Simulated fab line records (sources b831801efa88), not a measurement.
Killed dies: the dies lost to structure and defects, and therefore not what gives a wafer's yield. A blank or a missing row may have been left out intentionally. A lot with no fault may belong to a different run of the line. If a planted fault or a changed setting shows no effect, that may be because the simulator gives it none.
Comparing a struck lot with a sound one    flow sky130    14 steps out of a route of 708
Sound: wafers L565.1, L565.3, L565.6. The struck wafers were L575.2, L575.5, L575.6. The cause comes at the end.
Per side, at each step with rows, come the tool, then ch with its chambers, and then its first start. Under that, the readings that differ: sound wafers    struck wafers    difference of the means    sigmas: that difference in standard deviations of wafers without a fault.
alike: readings whose means differ by less than 2 such deviations, and words and numbers that are the same on both sides. not compared: withheld readings, readings that some wafer has no value for, bounds like >300 that may hide the same value, and numbers for which the record gives no deviation and whose values overlap.
The two part at a step that has a row with sigmas, a row that says differs or no value, or rows on one side only. Non-overlapping numbers with no deviation appear without sigmas and do not part them. A reading missing from all wafers of one side parts the sides only when that side holds two or more wafers.

first, 3 steps without rows for these wafers: SKY_SONOS_TUNNEL_EXPOSE_04 (exposes mask TUNM, target cd 410 nm); SKY_SONOS_TUNNEL_PEB_05; SKY_SONOS_TUNNEL_DEVELOP_06 (develop time 60 s).
SKY_SONOS_TUNNEL_CD_MEAS_07 targets a cd of 410 nm.
  sound on cd_sem-02, day 12 01:01; struck on cd_sem-01, day 15 06:05
  alike: cd_nm
SKY_SONOS_TUNNEL_OVL_MEAS_08:
  sound on overlay-01, day 12 01:08; struck on overlay-01, day 15 06:11
  alike: SONOS_TUNNEL_OVL
then, 3 steps without rows for these wafers: SKY_SONOS_TUNNEL_IMPLANT_09; SKY_SONOS_TUNNEL_WET_ETCH_10 (etches SiO2 in dHF, target depth 14 nm, time 280 s); SKY_SONOS_TUNNEL_STRIP_11 (strips in SPM, time 600 s).
SKY_SONOS_TUNNEL_TW_MEAS_12:
  sound on film_metro-04, day 12 01:35; struck on film_metro-03, day 15 06:38
  alike: SONOS_TUNNEL_TW
then, 2 steps without rows for these wafers: SKY_SONOS_TUNNEL_CLEAN_13 (cleans in dHF, time 20 s); SKY_SONOS_ONO_OXIDATION_00 (stabilise 600 s, purge 300 s, target thk 2.6 nm).
SKY_SONOS_ONO_THK_MEAS_01:
  sound on film_metro-03, day 12 04:40; struck on film_metro-04, day 15 08:17
  alike: SONOS_ONO_OXIDATION_THK
SKY_SONOS_ONO_CVD_02: deposits Si3N4 from DCS/NH3, target thk 10.5 nm, time 189 s.
  sound on lpcvd-02 ch 0, day 12 06:10; struck on lpcvd-02 ch 1, day 15 08:39
  no value came back on the struck wafers for pressure_mtorr (mTorr), spike_tc_bottom_C (C); on the sound wafers pressure_mtorr (mTorr) reads 249.8 249.8 249.6
SKY_PAD_OPEN_PROBE_99:
  the record holds rows for the sound wafers here (prober-01, day 47 06:00) but none for the struck ones

WHERE THEY PART
Last at SKY_PAD_OPEN_PROBE_99 as far as this record goes, first at SKY_SONOS_ONO_CVD_02.

WHY: what had been put in by the simulator
Skipped step whole: lpcvd-02, from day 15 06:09 on, at SKY_SONOS_ONO_CVD_02. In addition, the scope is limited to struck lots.
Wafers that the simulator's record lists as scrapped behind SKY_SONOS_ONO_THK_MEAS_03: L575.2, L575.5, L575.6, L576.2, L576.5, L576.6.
